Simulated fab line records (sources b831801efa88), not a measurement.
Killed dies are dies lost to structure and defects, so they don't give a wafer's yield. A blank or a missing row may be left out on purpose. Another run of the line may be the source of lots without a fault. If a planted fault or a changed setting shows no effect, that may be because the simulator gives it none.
Which tool did it? || flow gf180mcu || 13 lots with 39 wafers sampled at 2 steps, on a route of 602 steps

== WHAT THE GAUGES READ, wafer by wafer ==
GF_V1_BOW_MEAS_05. Usual: V1_BOW typically reads 80 um, with standard deviation 7.3.
{"lot": "L308", "measured": "day 17 22:32", "on": "film metro-04", "V1_BOW (um)": "74 89 75", "flag": ""}
{"lot": "L309", "measured": "day 18 10:10", "on": "film metro-03", "V1_BOW (um)": "78 83 89", "flag": ""}
{"lot": "L310", "measured": "day 18 21:09", "on": "film metro-02", "V1_BOW (um)": "82 66 68", "flag": ""}
{"lot": "L312", "measured": "day 19 21:13", "on": "film metro-02", "V1_BOW (um)": "80 85 89", "flag": ""}
{"lot": "L313", "measured": "day 19 21:50", "on": "film metro-04", "V1_BOW (um)": "80 79 81", "flag": ""}
{"lot": "L314", "measured": "day 20 12:38", "on": "film metro-04", "V1_BOW (um)": "73 81 72", "flag": ""}
{"lot": "L315", "measured": "day 20 18:25", "on": "film metro-02", "V1_BOW (um)": "73 67 76", "flag": ""}
{"lot": "L317", "measured": "day 21 12:25", "on": "film metro-04", "V1_BOW (um)": "72 75 81", "flag": ""}
{"lot": "L319", "measured": "day 22 12:46", "on": "film metro-04", "V1_BOW (um)": "76 87 74", "flag": ""}
{"lot": "L324", "measured": "day 24 10:14", "on": "film metro-03", "V1_BOW (um)": "84 84 102", "flag": ""}
{"lot": "L325", "measured": "day 24 14:08", "on": "film metro-03", "V1_BOW (um)": "78 82 93", "flag": ""}
{"lot": "L326", "measured": "day 24 18:31", "on": "film metro-04", "V1_BOW (um)": "73 71 86", "flag": ""}
{"lot": "L328", "measured": "day 25 11:29", "on": "film metro-04", "V1_BOW (um)": "87 73 70", "flag": ""}

== TOOL THAT RAN EACH LOT (tool first, then ch and the chambers of the sampled wafers, then the start) ==
{"lot": "L308", "GF_STI_WET_ETCH_17": "wet bench-01 ch 0, day 2 16:34"}
{"lot": "L309", "GF_STI_WET_ETCH_17": "wet bench-02 ch 3, day 3 01:41"}
{"lot": "L310", "GF_STI_WET_ETCH_17": "wet bench-01 ch 1, day 3 04:29"}
{"lot": "L312", "GF_STI_WET_ETCH_17": "wet bench-02 ch 3, day 3 13:34"}
{"lot": "L313", "GF_STI_WET_ETCH_17": "wet bench-01 ch 0, day 3 18:46"}
{"lot": "L314", "GF_STI_WET_ETCH_17": "wet bench-01 ch 1, day 3 23:34"}
{"lot": "L315", "GF_STI_WET_ETCH_17": "wet bench-04 ch 2, day 4 05:29"}
{"lot": "L317", "GF_STI_WET_ETCH_17": "wet bench-04 ch 0, day 4 15:53"}
{"lot": "L319", "GF_STI_WET_ETCH_17": "wet bench-04 ch 2, day 5 04:44"}
{"lot": "L324", "GF_STI_WET_ETCH_17": "wet bench-01 ch 3, day 6 02:31"}
{"lot": "L325", "GF_STI_WET_ETCH_17": "wet bench-02 ch 2, day 6 09:31"}
{"lot": "L326", "GF_STI_WET_ETCH_17": "wet bench-01 ch 1, day 6 15:20"}
{"lot": "L328", "GF_STI_WET_ETCH_17": "wet bench-01 ch 2, day 7 01:08"}
- GF_STI_WET_ETCH_17: etches Si3N4 in H3PO4, target depth 45 nm, time 514 s.

== AS READ BY THE TOOLS THEMSELVES (means over the sampled wafers that have a number; for cases with no such wafer, the mark the record gives instead) ==
GF_STI_WET_ETCH_17. Usual: 540.6 s for run length s, sd 3.
{"lot": "L308", "tool": "wet bench-01", "run length s (s)": 538.2, "flag": ""}
{"lot": "L309", "tool": "wet bench-02", "run length s (s)": 539.3, "flag": ""}
{"lot": "L310", "tool": "wet bench-01", "run length s (s)": 538.9, "flag": ""}
{"lot": "L312", "tool": "wet bench-02", "run length s (s)": 538.8, "flag": ""}
{"lot": "L313", "tool": "wet bench-01", "run length s (s)": 539.1, "flag": ""}
{"lot": "L314", "tool": "wet bench-01", "run length s (s)": 538.3, "flag": ""}
{"lot": "L315", "tool": "wet bench-04", "run length s (s)": 546.3, "flag": ""}
{"lot": "L317", "tool": "wet bench-04", "run length s (s)": 547.7, "flag": ""}
{"lot": "L319", "tool": "wet bench-04", "run length s (s)": 985.7, "flag": "OFF"}
{"lot": "L324", "tool": "wet bench-01", "run length s (s)": 541.4, "flag": ""}
{"lot": "L325", "tool": "wet bench-02", "run length s (s)": 541.7, "flag": ""}
{"lot": "L326", "tool": "wet bench-01", "run length s (s)": 547.4, "flag": ""}
{"lot": "L328", "tool": "wet bench-01", "run length s (s)": 538.6, "flag": ""}

== THE ANSWER, worked out from the rows above alone ==
Rule: a lot is off if the mean of its wafers that have a number lies more than 3 standard deviations from the usual mean. Also off: a lot with no number at a reading for which 4 or more lots have one. The other lots that the step has rows for count as sound. First the gauges in route order, then the tools' own readings, where a lot's mean is used as printed above. At the first step where some lot is off, the reading lying furthest off is the one used; lots without a number count as furthest.
Off, at GF_STI_WET_ETCH_17 on run length s: L319.
If a tool, at that step or one of the process steps before it, ran each lot that is off and ran no sound lot following the first of them, it fits. One candidate fits, namely wet bench-04 at GF_STI_WET_ETCH_17. Its last sound lot is L317 (day 4 15:53), its first lot that is off L319 (day 5 04:44): a fault that began between those two fits.
The tool's own readings at GF_STI_WET_ETCH_17 bear it out: on the lots that are off they differ by more than 5 times the standard deviation of the sound lots' means. run length s reads 985.7 s there against 541.3 s on the sound lots.

== WHAT WAS PUT IN BY THE SIMULATOR ==
wet bench-04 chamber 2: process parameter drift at GF_STI_WET_ETCH_17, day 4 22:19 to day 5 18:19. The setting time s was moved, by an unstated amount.
Shown lots that were struck: L319. The rule above found the same.
